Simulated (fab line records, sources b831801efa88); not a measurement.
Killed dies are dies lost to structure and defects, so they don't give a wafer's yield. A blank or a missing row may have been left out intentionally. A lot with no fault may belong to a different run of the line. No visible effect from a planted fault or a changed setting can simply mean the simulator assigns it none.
fab line records / flow gf180mcu
record lots=13 wafers=37 lastDay=34
route steps=602 shown V2@406 V3@444 MIM@506 TOP_METAL@576
lots that met no fault: from a run of the same line without faults
startH: start of the lot's first displayed wafer, in hours after the record's first day / waitH: how many hours have passed since the lot's step before this one / " unchanged from the row above / L1.1+2: a single row standing in for several wafers / - value missing, or start not given / * or withheld: withheld / < > ~ a bound
route shown NAME@n: names a module that has steps shown in the file, with the first one's number in the route / usual: mean/standard deviation of fault-free wafers / same: alike in all rows / chamber/n: place in a boat / sites: each site's reading / _std_site: standard deviation of those values / _edge_site: mean of outer sites minus mean of inner sites / radiusMm: for every site, how far away it sits from the centre of the wafer / mask NAME#n: copy n / behind: the last tool/chamber to shape the wafer / hold: the reason the lot was held/the length of the hold in hours/how it ended / device: names the non-switching transistor (n, p or np) / end of line: tests of these same wafers at the route's end / step lacking rows: just its recipe / killed: the dies lost at the first sort to structure and to defects; this is not the yield of the wafer / map: per-die view of a wafer (x killed, . not killed, _ where there is no die)
set.NAME: the run value of the setting; set.NAME@STEP: its run value at that earlier step / model.NAME: the simulator's own value behind a step, which no gauge read
steps of the route over a sample of lots; a table a step, a row a wafer
services: the hour from which a tool's chamber was out of use, counted from the record's first day as startH (under 0 if before that day), plus the number of hours and why
## steps
# step GF_V2_RS_MEAS_24
# recipe thkMeasGauge=four-point-probe reads=W_of_V2_CVD_23+TiN_of_V2_SPUTTER_22+Ti_of_V2_SPUTTER_21
# usual V2_W_RS=0.326/0.0054
lot.wafer=L785.2 tool=filmMetro-03 chamber=- startH=459.09 waitH=0.1 V2_W_RS[ohm/sq]=0.316
lot.wafer=L785.5 tool=filmMetro-03 chamber=- startH=459.09 waitH=0.1 V2_W_RS[ohm/sq]=0.329
lot.wafer=L785.6 tool=filmMetro-03 chamber=- startH=459.09 waitH=0.1 V2_W_RS[ohm/sq]=0.316
lot.wafer=L786.3 tool=filmMetro-02 chamber=- startH=469.52 waitH=0.1 V2_W_RS[ohm/sq]=0.318
lot.wafer=L786.4 tool=filmMetro-02 chamber=- startH=469.52 waitH=0.1 V2_W_RS[ohm/sq]=0.333
lot.wafer=L786.5 tool=filmMetro-02 chamber=- startH=469.52 waitH=0.1 V2_W_RS[ohm/sq]=0.317
lot.wafer=L789.1 tool=filmMetro-04 chamber=- startH=499.20 waitH=0.1 V2_W_RS[ohm/sq]=0.325
lot.wafer=L789.3 tool=filmMetro-04 chamber=- startH=499.20 waitH=0.1 V2_W_RS[ohm/sq]=0.332
lot.wafer=L789.4 tool=filmMetro-04 chamber=- startH=499.20 waitH=0.1 V2_W_RS[ohm/sq]=0.327
lot.wafer=L790.1 tool=filmMetro-02 chamber=- startH=509.74 waitH=0.1 V2_W_RS[ohm/sq]=0.327
lot.wafer=L790.3 tool=filmMetro-02 chamber=- startH=509.74 waitH=0.1 V2_W_RS[ohm/sq]=0.334
lot.wafer=L790.5 tool=filmMetro-02 chamber=- startH=509.74 waitH=0.1 V2_W_RS[ohm/sq]=0.317
lot.wafer=L791.1 tool=filmMetro-03 chamber=- startH=518.49 waitH=0.1 V2_W_RS[ohm/sq]=0.332
lot.wafer=L791.3 tool=filmMetro-03 chamber=- startH=518.49 waitH=0.1 V2_W_RS[ohm/sq]=0.328
lot.wafer=L791.6 tool=filmMetro-03 chamber=- startH=518.49 waitH=0.1 V2_W_RS[ohm/sq]=0.325
lot.wafer=L793.1 tool=filmMetro-02 chamber=- startH=535.74 waitH=0.1 V2_W_RS[ohm/sq]=0.325
lot.wafer=L793.3 tool=filmMetro-02 chamber=- startH=535.74 waitH=0.1 V2_W_RS[ohm/sq]=0.324
lot.wafer=L793.4 tool=filmMetro-02 chamber=- startH=535.74 waitH=0.1 V2_W_RS[ohm/sq]=0.327
lot.wafer=L794.1 tool=filmMetro-04 chamber=- startH=546.25 waitH=0.1 V2_W_RS[ohm/sq]=0.328
lot.wafer=L794.4 tool=filmMetro-04 chamber=- startH=546.25 waitH=0.1 V2_W_RS[ohm/sq]=0.327
lot.wafer=L794.6 tool=filmMetro-04 chamber=- startH=546.25 waitH=0.1 V2_W_RS[ohm/sq]=0.328
lot.wafer=L795.2 tool=filmMetro-02 chamber=- startH=553.46 waitH=0.1 V2_W_RS[ohm/sq]=0.325
lot.wafer=L795.3 tool=filmMetro-02 chamber=- startH=553.46 waitH=0.1 V2_W_RS[ohm/sq]=0.324
lot.wafer=L795.4 tool=filmMetro-02 chamber=- startH=553.46 waitH=0.1 V2_W_RS[ohm/sq]=0.315
lot.wafer=L801.1 tool=filmMetro-03 chamber=- startH=598.93 waitH=0.1 V2_W_RS[ohm/sq]=0.329
lot.wafer=L801.4 tool=filmMetro-03 chamber=- startH=598.93 waitH=0.1 V2_W_RS[ohm/sq]=0.315
lot.wafer=L801.6 tool=filmMetro-03 chamber=- startH=598.93 waitH=0.1 V2_W_RS[ohm/sq]=0.325
lot.wafer=L803.1 tool=filmMetro-04 chamber=- startH=612.91 waitH=0.1 V2_W_RS[ohm/sq]=0.332
lot.wafer=L803.2 tool=filmMetro-04 chamber=- startH=612.91 waitH=0.1 V2_W_RS[ohm/sq]=0.330
lot.wafer=L804.2 tool=filmMetro-02 chamber=- startH=631.86 waitH=0.1 V2_W_RS[ohm/sq]=0.325
lot.wafer=L804.5 tool=filmMetro-02 chamber=- startH=631.86 waitH=0.1 V2_W_RS[ohm/sq]=0.330
lot.wafer=L807.1 tool=filmMetro-03 chamber=- startH=639.70 waitH=0.1 V2_W_RS[ohm/sq]=0.325
lot.wafer=L807.3 tool=filmMetro-03 chamber=- startH=639.70 waitH=0.1 V2_W_RS[ohm/sq]=0.325
lot.wafer=L807.6 tool=filmMetro-03 chamber=- startH=639.70 waitH=0.1 V2_W_RS[ohm/sq]=0.326
lot.wafer=L806.4 tool=filmMetro-02 chamber=- startH=641.13 waitH=0.1 V2_W_RS[ohm/sq]=0.325
lot.wafer=L806.5 tool=filmMetro-02 chamber=- startH=641.13 waitH=0.1 V2_W_RS[ohm/sq]=0.329
lot.wafer=L806.6 tool=filmMetro-02 chamber=- startH=641.13 waitH=0.1 V2_W_RS[ohm/sq]=0.328
# step GF_V3_OVL_MEAS_15
# usual V3_OVL=2/5.7
lot.wafer=L785.2 tool=overlay-01 chamber=- startH=508.37 waitH=0.1 V3_OVL[nm]=0
lot.wafer=L785.5 tool=overlay-01 chamber=- startH=508.37 waitH=0.1 V3_OVL[nm]=2
lot.wafer=L785.6 tool=overlay-01 chamber=- startH=508.37 waitH=0.1 V3_OVL[nm]=8
lot.wafer=L786.3 tool=overlay-01 chamber=- startH=519.19 waitH=0.1 V3_OVL[nm]=6
lot.wafer=L786.4 tool=overlay-01 chamber=- startH=519.19 waitH=0.1 V3_OVL[nm]=4
lot.wafer=L786.5 tool=overlay-01 chamber=- startH=519.19 waitH=0.1 V3_OVL[nm]=8
lot.wafer=L789.1 tool=overlay-01 chamber=- startH=545.98 waitH=0.1 V3_OVL[nm]=-6
lot.wafer=L789.3 tool=overlay-01 chamber=- startH=545.98 waitH=0.1 V3_OVL[nm]=-1
lot.wafer=L789.4 tool=overlay-01 chamber=- startH=545.98 waitH=0.1 V3_OVL[nm]=-8
lot.wafer=L790.1 tool=overlay-02 chamber=- startH=557.88 waitH=0.1 V3_OVL[nm]=10
lot.wafer=L790.3 tool=overlay-02 chamber=- startH=557.88 waitH=0.1 V3_OVL[nm]=5
lot.wafer=L790.5 tool=overlay-02 chamber=- startH=557.88 waitH=0.1 V3_OVL[nm]=7
lot.wafer=L791.1 tool=overlay-02 chamber=- startH=565.33 waitH=0.1 V3_OVL[nm]=9
lot.wafer=L791.3 tool=overlay-02 chamber=- startH=565.33 waitH=0.1 V3_OVL[nm]=6
lot.wafer=L791.6 tool=overlay-02 chamber=- startH=565.33 waitH=0.1 V3_OVL[nm]=7
lot.wafer=L793.1 tool=overlay-02 chamber=- startH=582.17 waitH=0.1 V3_OVL[nm]=-3
lot.wafer=L793.3 tool=overlay-02 chamber=- startH=582.17 waitH=0.1 V3_OVL[nm]=-3
lot.wafer=L793.4 tool=overlay-02 chamber=- startH=582.17 waitH=0.1 V3_OVL[nm]=-11
lot.wafer=L794.1 tool=overlay-02 chamber=- startH=591.63 waitH=0.1 V3_OVL[nm]=13
lot.wafer=L794.4 tool=overlay-02 chamber=- startH=591.63 waitH=0.1 V3_OVL[nm]=1
lot.wafer=L794.6 tool=overlay-02 chamber=- startH=591.63 waitH=0.1 V3_OVL[nm]=1
lot.wafer=L795.2 tool=overlay-01 chamber=- startH=598.80 waitH=0.1 V3_OVL[nm]=10
lot.wafer=L795.3 tool=overlay-01 chamber=- startH=598.80 waitH=0.1 V3_OVL[nm]=6
lot.wafer=L795.4 tool=overlay-01 chamber=- startH=598.80 waitH=0.1 V3_OVL[nm]=9
lot.wafer=L801.1 tool=overlay-02 chamber=- startH=641.31 waitH=0.1 V3_OVL[nm]=1
lot.wafer=L801.4 tool=overlay-02 chamber=- startH=641.31 waitH=0.1 V3_OVL[nm]=2
lot.wafer=L801.6 tool=overlay-02 chamber=- startH=641.31 waitH=0.1 V3_OVL[nm]=12
lot.wafer=L803.1 tool=overlay-02 chamber=- startH=654.93 waitH=0.1 V3_OVL[nm]=0
lot.wafer=L803.2 tool=overlay-02 chamber=- startH=654.93 waitH=0.1 V3_OVL[nm]=3
lot.wafer=L804.2 tool=overlay-01 chamber=- startH=673.68 waitH=0.1 V3_OVL[nm]=-12
lot.wafer=L804.5 tool=overlay-01 chamber=- startH=673.68 waitH=0.1 V3_OVL[nm]=-4
lot.wafer=L807.1 tool=overlay-01 chamber=- startH=680.83 waitH=0.1 V3_OVL[nm]=11
lot.wafer=L807.3 tool=overlay-01 chamber=- startH=680.83 waitH=0.1 V3_OVL[nm]=6
lot.wafer=L807.6 tool=overlay-01 chamber=- startH=680.83 waitH=0.1 V3_OVL[nm]=3
lot.wafer=L806.4 tool=overlay-02 chamber=- startH=681.80 waitH=0.1 V3_OVL[nm]=5
lot.wafer=L806.5 tool=overlay-02 chamber=- startH=681.80 waitH=0.1 V3_OVL[nm]=0
lot.wafer=L806.6 tool=overlay-02 chamber=- startH=681.80 waitH=0.1 V3_OVL[nm]=7
# step GF_MIM_SPUTTER_03
# recipe material=Ti targetThkNm=10 substrateTempC=300 chamberPressurePa=0.3 powerW=3000 timeS=6.7
# usual throttleValvePct=29.7/1.1
lot.wafer=L785.2 tool=pvdSputter-01 chamber=- startH=559.12 waitH=0.0 throttleValvePct=28.7
lot.wafer=L785.5 tool=pvdSputter-01 chamber=- startH=559.12 waitH=0.0 throttleValvePct=30.1
lot.wafer=L785.6 tool=pvdSputter-01 chamber=- startH=559.12 waitH=0.0 throttleValvePct=28.5
lot.wafer=L786.3 tool=pvdSputter-02 chamber=- startH=569.66 waitH=0.0 throttleValvePct=28.5
lot.wafer=L786.4 tool=pvdSputter-02 chamber=- startH=569.66 waitH=0.0 throttleValvePct=29.6
lot.wafer=L786.5 tool=pvdSputter-02 chamber=- startH=569.66 waitH=0.0 throttleValvePct=31.3
lot.wafer=L789.1 tool=pvdSputter-02 chamber=- startH=593.44 waitH=0.0 throttleValvePct=31.2
lot.wafer=L789.3 tool=pvdSputter-02 chamber=- startH=593.44 waitH=0.0 throttleValvePct=29.8
lot.wafer=L789.4 tool=pvdSputter-02 chamber=- startH=593.44 waitH=0.0 throttleValvePct=31.3
lot.wafer=L790.1 tool=pvdSputter-02 chamber=- startH=604.84 waitH=0.0 throttleValvePct=29.9
lot.wafer=L790.3 tool=pvdSputter-02 chamber=- startH=604.84 waitH=0.0 throttleValvePct=28.6
lot.wafer=L790.5 tool=pvdSputter-02 chamber=- startH=604.84 waitH=0.0 throttleValvePct=31.3
lot.wafer=L791.1 tool=pvdSputter-02 chamber=- startH=612.96 waitH=0.0 throttleValvePct=29.9
lot.wafer=L791.3 tool=pvdSputter-02 chamber=- startH=612.96 waitH=0.0 throttleValvePct=28.4
lot.wafer=L791.6 tool=pvdSputter-02 chamber=- startH=612.96 waitH=0.0 throttleValvePct=31.2
lot.wafer=L793.1 tool=pvdSputter-03 chamber=- startH=627.64 waitH=0.0 throttleValvePct=29.2
lot.wafer=L793.3 tool=pvdSputter-03 chamber=- startH=627.64 waitH=0.0 throttleValvePct=30.5
lot.wafer=L793.4 tool=pvdSputter-03 chamber=- startH=627.64 waitH=0.0 throttleValvePct=31.2
lot.wafer=L794.1 tool=pvdSputter-02 chamber=- startH=637.88 waitH=0.0 throttleValvePct=28.7
lot.wafer=L794.4 tool=pvdSputter-02 chamber=- startH=637.88 waitH=0.0 throttleValvePct=30.1
lot.wafer=L794.6 tool=pvdSputter-02 chamber=- startH=637.88 waitH=0.0 throttleValvePct=28.8
lot.wafer=L795.2 tool=pvdSputter-02 chamber=- startH=644.74 waitH=0.0 throttleValvePct=29.8
lot.wafer=L795.3 tool=pvdSputter-02 chamber=- startH=644.74 waitH=0.0 throttleValvePct=31.2
lot.wafer=L795.4 tool=pvdSputter-02 chamber=- startH=644.74 waitH=0.0 throttleValvePct=28.7
lot.wafer=L801.1 tool=pvdSputter-02 chamber=- startH=684.24 waitH=0.0 throttleValvePct=28.4
lot.wafer=L801.4 tool=pvdSputter-02 chamber=- startH=684.24 waitH=0.0 throttleValvePct=28.6
lot.wafer=L801.6 tool=pvdSputter-02 chamber=- startH=684.24 waitH=0.0 throttleValvePct=30.0
lot.wafer=L803.1 tool=pvdSputter-01 chamber=- startH=697.86 waitH=0.0 throttleValvePct=28.7
lot.wafer=L803.2 tool=pvdSputter-01 chamber=- startH=697.86 waitH=0.0 throttleValvePct=31.6
lot.wafer=L804.2 tool=pvdSputter-03 chamber=- startH=715.05 waitH=0.0 throttleValvePct=28.8
lot.wafer=L804.5 tool=pvdSputter-03 chamber=- startH=715.05 waitH=0.0 throttleValvePct=28.9
lot.wafer=L807.1 tool=pvdSputter-02 chamber=- startH=721.51 waitH=0.0 throttleValvePct=29.7
lot.wafer=L807.3 tool=pvdSputter-02 chamber=- startH=721.51 waitH=0.0 throttleValvePct=28.5
lot.wafer=L807.6 tool=pvdSputter-02 chamber=- startH=721.51 waitH=0.0 throttleValvePct=28.6
lot.wafer=L806.4 tool=pvdSputter-02 chamber=- startH=722.99 waitH=0.0 throttleValvePct=29.9
lot.wafer=L806.5 tool=pvdSputter-02 chamber=- startH=722.99 waitH=0.0 throttleValvePct=29.7
lot.wafer=L806.6 tool=pvdSputter-02 chamber=- startH=722.99 waitH=0.0 throttleValvePct=28.4
# step GF_TOP_METAL_COAT_09
# recipe resist=NOVOLAK spinRpm=3000 resistThkNm=1500
lot.wafer=L785.2+5+6 tool=lithoTrack-01 chamber=0 startH=635.44 waitH=0.1
lot.wafer=L786.3+4+5 tool=lithoTrack-03 chamber=0 startH=646.34 waitH=0.1
lot.wafer=L789.1+3+4 tool=lithoTrack-03 chamber=0 startH=668.54 waitH=0.1
lot.wafer=L790.1+3+5 tool=lithoTrack-03 chamber=0 startH=677.99 waitH=0.1
lot.wafer=L791.1+3+6 tool=lithoTrack-03 chamber=0 startH=684.29 waitH=0.1
lot.wafer=L793.1+3+4 tool=lithoTrack-04 chamber=0 startH=698.31 waitH=0.1
lot.wafer=L794.1+4+6 tool=lithoTrack-04 chamber=0 startH=707.66 waitH=0.1
lot.wafer=L795.2+3+4 tool=lithoTrack-01 chamber=0 startH=713.99 waitH=0.1
lot.wafer=L801.1+4+6 tool=lithoTrack-01 chamber=0 startH=750.36 waitH=0.1
lot.wafer=L803.1+2 tool=lithoTrack-01 chamber=0 startH=761.91 waitH=0.1
lot.wafer=L804.2+5 tool=lithoTrack-01 chamber=0 startH=776.89 waitH=0.1
lot.wafer=L807.1+3+6 tool=lithoTrack-04 chamber=0 startH=782.61 waitH=0.1
lot.wafer=L806.4+5+6 tool=lithoTrack-03 chamber=0 startH=784.41 waitH=0.1
# step GF_TOP_METAL_STRIP_17
# recipe chemistry=O2/N2 powerW=1400 pressureMtorr=1500 platenTempC=250 o2FlowSccm=3000 n2FlowSccm=300 overashFraction=0.5
# usual drypumpMotorCurrentA=5.8/0.5 heaterPowerW=319/49 oesProductAu=0.711/0.0044 stripTimeToEndpointS=12.93/0.083
lot.wafer=L785.2 tool=plasmaAsher-02 chamber=0 startH=646.06 waitH=0.1 drypumpMotorCurrentA=6.3 heaterPowerW=307 oesProductAu=0.708 rfHoursCounterH=55 stripTimeToEndpointS=13.08
lot.wafer=L785.5 tool=plasmaAsher-02 chamber=0 startH=646.06 waitH=0.1 drypumpMotorCurrentA=6.2 heaterPowerW=322 oesProductAu=0.714 rfHoursCounterH=- stripTimeToEndpointS=12.91
lot.wafer=L785.6 tool=plasmaAsher-02 chamber=1 startH=646.06 waitH=0.1 drypumpMotorCurrentA=5.5 heaterPowerW=298 oesProductAu=0.711 rfHoursCounterH=- stripTimeToEndpointS=13.04
lot.wafer=L786.3 tool=plasmaAsher-01 chamber=0 startH=656.19 waitH=0.1 drypumpMotorCurrentA=5.6 heaterPowerW=274 oesProductAu=0.717 rfHoursCounterH=- stripTimeToEndpointS=12.89
lot.wafer=L786.4 tool=plasmaAsher-01 chamber=1 startH=656.19 waitH=0.1 drypumpMotorCurrentA=4.9 heaterPowerW=288 oesProductAu=0.706 rfHoursCounterH=- stripTimeToEndpointS=12.82
lot.wafer=L786.5 tool=plasmaAsher-01 chamber=0 startH=656.19 waitH=0.1 drypumpMotorCurrentA=5.6 heaterPowerW=275 oesProductAu=0.716 rfHoursCounterH=- stripTimeToEndpointS=12.86
lot.wafer=L789.1 tool=plasmaAsher-02 chamber=1 startH=678.41 waitH=0.1 drypumpMotorCurrentA=5.5 heaterPowerW=302 oesProductAu=0.712 rfHoursCounterH=59 stripTimeToEndpointS=12.92
lot.wafer=L789.3 tool=plasmaAsher-02 chamber=1 startH=678.41 waitH=0.1 drypumpMotorCurrentA=5.5 heaterPowerW=296 oesProductAu=0.710 rfHoursCounterH=- stripTimeToEndpointS=13.06
lot.wafer=L789.4 tool=plasmaAsher-02 chamber=0 startH=678.41 waitH=0.1 drypumpMotorCurrentA=6.2 heaterPowerW=313 oesProductAu=0.713 rfHoursCounterH=- stripTimeToEndpointS=12.91
lot.wafer=L790.1 tool=plasmaAsher-01 chamber=0 startH=687.34 waitH=0.1 drypumpMotorCurrentA=5.6 heaterPowerW=272 oesProductAu=0.703 rfHoursCounterH=27 stripTimeToEndpointS=12.89
lot.wafer=L790.3 tool=plasmaAsher-01 chamber=0 startH=687.34 waitH=0.1 drypumpMotorCurrentA=5.5 heaterPowerW=272 oesProductAu=0.712 rfHoursCounterH=- stripTimeToEndpointS=13.03
lot.wafer=L790.5 tool=plasmaAsher-01 chamber=1 startH=687.34 waitH=0.1 drypumpMotorCurrentA=4.9 heaterPowerW=297 oesProductAu=0.712 rfHoursCounterH=- stripTimeToEndpointS=12.96
lot.wafer=L791.1 tool=plasmaAsher-01 chamber=0 startH=694.53 waitH=0.3 drypumpMotorCurrentA=5.5 heaterPowerW=274 oesProductAu=0.718 rfHoursCounterH=27 stripTimeToEndpointS=12.97
lot.wafer=L791.3 tool=plasmaAsher-01 chamber=1 startH=694.53 waitH=0.3 drypumpMotorCurrentA=4.9 heaterPowerW=295 oesProductAu=0.710 rfHoursCounterH=- stripTimeToEndpointS=12.90
lot.wafer=L791.6 tool=plasmaAsher-01 chamber=1 startH=694.53 waitH=0.3 drypumpMotorCurrentA=4.9 heaterPowerW=296 oesProductAu=0.709 rfHoursCounterH=- stripTimeToEndpointS=13.01
lot.wafer=L793.1 tool=plasmaAsher-03 chamber=1 startH=707.48 waitH=0.1 drypumpMotorCurrentA=6.5 heaterPowerW=336 oesProductAu=0.707 rfHoursCounterH=114 stripTimeToEndpointS=12.85
lot.wafer=L793.3 tool=plasmaAsher-03 chamber=1 startH=707.48 waitH=0.1 drypumpMotorCurrentA=6.5 heaterPowerW=332 oesProductAu=0.706 rfHoursCounterH=- stripTimeToEndpointS=13.00
lot.wafer=L793.4 tool=plasmaAsher-03 chamber=0 startH=707.48 waitH=0.1 drypumpMotorCurrentA=6.0 heaterPowerW=454 oesProductAu=0.712 rfHoursCounterH=- stripTimeToEndpointS=12.95
lot.wafer=L794.1 tool=plasmaAsher-02 chamber=1 startH=717.11 waitH=0.1 drypumpMotorCurrentA=5.5 heaterPowerW=296 oesProductAu=0.717 rfHoursCounterH=63 stripTimeToEndpointS=12.76
lot.wafer=L794.4 tool=plasmaAsher-02 chamber=0 startH=717.11 waitH=0.1 drypumpMotorCurrentA=6.3 heaterPowerW=312 oesProductAu=0.710 rfHoursCounterH=- stripTimeToEndpointS=12.76
lot.wafer=L794.6 tool=plasmaAsher-02 chamber=1 startH=717.11 waitH=0.1 drypumpMotorCurrentA=5.6 heaterPowerW=301 oesProductAu=0.714 rfHoursCounterH=- stripTimeToEndpointS=12.83
lot.wafer=L795.2 tool=plasmaAsher-02 chamber=1 startH=722.98 waitH=0.1 drypumpMotorCurrentA=5.5 heaterPowerW=302 oesProductAu=0.708 rfHoursCounterH=64 stripTimeToEndpointS=12.99
lot.wafer=L795.3 tool=plasmaAsher-02 chamber=0 startH=722.98 waitH=0.1 drypumpMotorCurrentA=6.3 heaterPowerW=319 oesProductAu=0.713 rfHoursCounterH=- stripTimeToEndpointS=12.96
lot.wafer=L795.4 tool=plasmaAsher-02 chamber=1 startH=722.98 waitH=0.1 drypumpMotorCurrentA=5.5 heaterPowerW=297 oesProductAu=0.717 rfHoursCounterH=- stripTimeToEndpointS=13.06
lot.wafer=L801.1 tool=plasmaAsher-03 chamber=1 startH=759.15 waitH=0.3 drypumpMotorCurrentA=6.5 heaterPowerW=331 oesProductAu=0.711 rfHoursCounterH=2 stripTimeToEndpointS=12.37
lot.wafer=L801.4 tool=plasmaAsher-03 chamber=0 startH=759.15 waitH=0.3 drypumpMotorCurrentA=5.9 heaterPowerW=436 oesProductAu=0.705 rfHoursCounterH=- stripTimeToEndpointS=12.92
lot.wafer=L801.6 tool=plasmaAsher-03 chamber=0 startH=759.15 waitH=0.3 drypumpMotorCurrentA=6.0 heaterPowerW=446 oesProductAu=0.713 rfHoursCounterH=- stripTimeToEndpointS=12.96
lot.wafer=L803.1 tool=plasmaAsher-01 chamber=1 startH=770.66 waitH=0.1 drypumpMotorCurrentA=4.9 heaterPowerW=288 oesProductAu=0.710 rfHoursCounterH=35 stripTimeToEndpointS=12.50
lot.wafer=L803.2 tool=plasmaAsher-01 chamber=0 startH=770.66 waitH=0.1 drypumpMotorCurrentA=5.5 heaterPowerW=272 oesProductAu=0.715 rfHoursCounterH=35 stripTimeToEndpointS=13.13
lot.wafer=L804.2 tool=plasmaAsher-03 chamber=1 startH=785.76 waitH=0.1 drypumpMotorCurrentA=6.5 heaterPowerW=335 oesProductAu=0.708 rfHoursCounterH=5 stripTimeToEndpointS=13.02
lot.wafer=L804.5 tool=plasmaAsher-03 chamber=1 startH=785.76 waitH=0.1 drypumpMotorCurrentA=6.5 heaterPowerW=342 oesProductAu=0.711 rfHoursCounterH=- stripTimeToEndpointS=12.39
lot.wafer=L807.1 tool=plasmaAsher-02 chamber=1 startH=790.84 waitH=0.1 drypumpMotorCurrentA=5.6 heaterPowerW=301 oesProductAu=0.705 rfHoursCounterH=71 stripTimeToEndpointS=13.05
lot.wafer=L807.3 tool=plasmaAsher-02 chamber=0 startH=790.84 waitH=0.1 drypumpMotorCurrentA=6.3 heaterPowerW=310 oesProductAu=0.712 rfHoursCounterH=- stripTimeToEndpointS=12.86
lot.wafer=L807.6 tool=plasmaAsher-02 chamber=1 startH=790.84 waitH=0.1 drypumpMotorCurrentA=5.5 heaterPowerW=298 oesProductAu=0.711 rfHoursCounterH=- stripTimeToEndpointS=13.07
lot.wafer=L806.4 tool=plasmaAsher-01 chamber=1 startH=792.62 waitH=0.1 drypumpMotorCurrentA=4.9 heaterPowerW=299 oesProductAu=0.702 rfHoursCounterH=- stripTimeToEndpointS=12.79
lot.wafer=L806.5 tool=plasmaAsher-01 chamber=0 startH=792.62 waitH=0.1 drypumpMotorCurrentA=5.6 heaterPowerW=271 oesProductAu=0.715 rfHoursCounterH=- stripTimeToEndpointS=12.78
lot.wafer=L806.6 tool=plasmaAsher-01 chamber=1 startH=792.62 waitH=0.1 drypumpMotorCurrentA=4.9 heaterPowerW=293 oesProductAu=0.714 rfHoursCounterH=- stripTimeToEndpointS=12.93
## services
tool=pvdSputter-03 chamber=- startH=570.37 hours=10.8 kind=repair
tool=pvdSputter-02 chamber=2 startH=583.74 hours=- kind=consumableReplace:kit
tool=pvdSputter-02 chamber=2 startH=583.74 hours=18.0 kind=scheduledDown
tool=pvdSputter-02 chamber=2 startH=583.74 hours=18.0 kind=ventCycle
tool=pvdSputter-01 chamber=- startH=594.80 hours=1.5 kind=repair
tool=plasmaAsher-02 chamber=- startH=602.35 hours=11.4 kind=repair
tool=pvdSputter-01 chamber=- startH=603.62 hours=1.2 kind=repair
tool=pvdSputter-01 chamber=3 startH=609.02 hours=- kind=consumableReplace:kit
tool=plasmaAsher-03 chamber=- startH=619.60 hours=0.3 kind=repair
tool=plasmaAsher-01 chamber=- startH=650.32 hours=5.0 kind=repair
tool=plasmaAsher-01 chamber=- startH=651.49 hours=1.4 kind=repair
tool=plasmaAsher-03 chamber=- startH=733.75 hours=9.0 kind=pm
tool=plasmaAsher-03 chamber=0 startH=733.75 hours=9.0 kind=ventCycle
tool=plasmaAsher-03 chamber=1 startH=733.75 hours=9.0 kind=ventCycle
tool=plasmaAsher-03 chamber=- startH=734.16 hours=0.7 kind=repair
tool=plasmaAsher-03 chamber=0 startH=742.75 hours=- kind=clean
tool=plasmaAsher-03 chamber=1 startH=742.75 hours=- kind=clean
tool=plasmaAsher-01 chamber=- startH=748.82 hours=4.3 kind=pm
tool=pvdSputter-01 chamber=- startH=757.80 hours=4.0 kind=repair
tool=pvdSputter-02 chamber=1 startH=767.99 hours=- kind=consumableReplace:kit
tool=pvdSputter-02 chamber=1 startH=767.99 hours=18.0 kind=scheduledDown
tool=pvdSputter-02 chamber=1 startH=767.99 hours=18.0 kind=ventCycle
tool=plasmaAsher-02 chamber=- startH=768.53 hours=2.8 kind=pm
tool=pvdSputter-03 chamber=- startH=773.80 hours=0.5 kind=repair
## key
firstSign step=GF_TOP_METAL_STRIP_17 reading=stripTimeToEndpointS direction=down sigmas=6.2 usual=* struck=*
effect none on later readings
metAt GF_TOP_METAL_COAT_09
struckLots L801,L803,L804
struckWafers L801.1,L803.1,L804.5
notActingAt GF_V2_RS_MEAS_24,GF_V3_OVL_MEAS_15,GF_MIM_SPUTTER_03
onsetBetween 713.99 750.36
fault kind=processParameterDrift tool=lithoTrack-01 chamber=- onsetH=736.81 steps=GF_TOP_METAL_COAT_09 channel=resistThkNm offset=* shape=step endH=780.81 scope=struckWafersOnly actsIn=* stated=*
